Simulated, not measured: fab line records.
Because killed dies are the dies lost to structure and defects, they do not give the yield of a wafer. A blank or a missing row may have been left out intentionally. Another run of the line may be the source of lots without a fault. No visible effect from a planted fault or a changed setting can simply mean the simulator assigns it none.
The tool behind it: which one? -- flow gf180mcu -- 6 lots with 18 wafers sampled at 5 steps, on a route of 602 steps

== WHAT THE GAUGES SHOWED, per wafer ==
GF_V4_THK_MEAS_01.
lot,measured,on,V4_CVD_00_THK (nm)
L564,day 26 06:53,film_metro-01,1194 1202 1186
L568,day 27 11:15,film_metro-01,599 587 591
L572,day 28 20:05,film_metro-02,608 608 594
L574,day 29 09:17,film_metro-03,588 589 580
L577,day 30 07:44,film_metro-03,594 598 591
L579,day 30 11:32,film_metro-03,602 586 596

== WHAT TOOL EACH LOT RAN ON (gives the tool, then ch and the chambers of the sampled wafers, and finally the start) ==
lot,GF_V2_ETCH_16,GF_V2_ETCH_17,GF_M3_SPUTTER_03,GF_V4_CVD_00
L564,"rie_diel-03 ch 1,3, day 23 07:10","rie_diel-03 ch 1,3, day 23 08:41 or earlier","pvd_sputter-03, day 23 08:41","hdpcvd-01 ch 0,1, day 26 06:34"
L568,"rie_diel-03 ch 0,2,3, day 24 14:58","rie_diel-03 ch 0,2,3, day 24 16:29 or earlier","pvd_sputter-04, day 24 16:29","hdpcvd-01 ch 0,1,2, day 27 11:11"
L572,"rie_diel-02 ch 0,2,3, day 26 01:34","rie_diel-02 ch 0,2,3, day 26 03:05 or earlier","pvd_sputter-03, day 26 03:05","hdpcvd-02 ch 0,1,2, day 28 20:00"
L574,"rie_diel-03 ch 0,1, day 26 17:04","rie_diel-03 ch 0,1, day 26 18:37 or earlier","pvd_sputter-03, day 26 18:37","hdpcvd-01 ch 1,2, day 29 09:13"
L577,"rie_diel-04 ch 0,2, day 27 16:19","rie_diel-04 ch 0,2, day 27 17:56 or earlier","pvd_sputter-03, day 27 17:56","hdpcvd-01 ch 0,1, day 30 07:40"
L579,"rie_diel-02 ch 0,2,3, day 27 21:16","rie_diel-02 ch 0,2,3, day 27 22:50 or earlier","pvd_sputter-03, day 27 22:50","hdpcvd-02 ch 0,1, day 30 11:28"
- GF_V2_ETCH_16: etches BARC in N2/H2.
- GF_V2_ETCH_17: etches SiO2 in C4F8/O2/Ar, stops on TiN, target depth 630 nm.
- GF_M3_SPUTTER_03: material Ti, target thk 10 nm, time 6.7 s.
- GF_V4_CVD_00: deposits SiO2, target thk 600 nm, time 100 s.

== THE ANSWER, worked out from the rows above alone ==
Rule: the lots themselves supply what counts as usual. The widest of any qualifying gaps counts: lots, ordered by their means at a reading, are off when they make up no more than a third of the lots, leave a main group of 4 or more, and stand apart from it by 3 or more times the standard deviation of that group's means. A main group is skipped when, at the precision printed for the reading in the tables above, its means are all equal. A lot without any number at a reading at which 4 lots or more have one is off too. Any other lot the step has rows for is counted as sound.
Off: L564, at GF_V4_THK_MEAS_01 (V4_CVD_00_THK). Main group: mean 594 nm, sd 5.7.
A tool fits if, at a process step before that reading, it ran every lot that is off, and no sound lot after the first of them. The gauges at GF_V4_THK_MEAS_01 are tried like those tools. GF_V2_ETCH_17: start missing for some lots; hours and lot order therefore follow GF_M3_SPUTTER_03. Not one of the candidates tried fits.

== WHAT THE SIMULATOR HAD PUT IN ==
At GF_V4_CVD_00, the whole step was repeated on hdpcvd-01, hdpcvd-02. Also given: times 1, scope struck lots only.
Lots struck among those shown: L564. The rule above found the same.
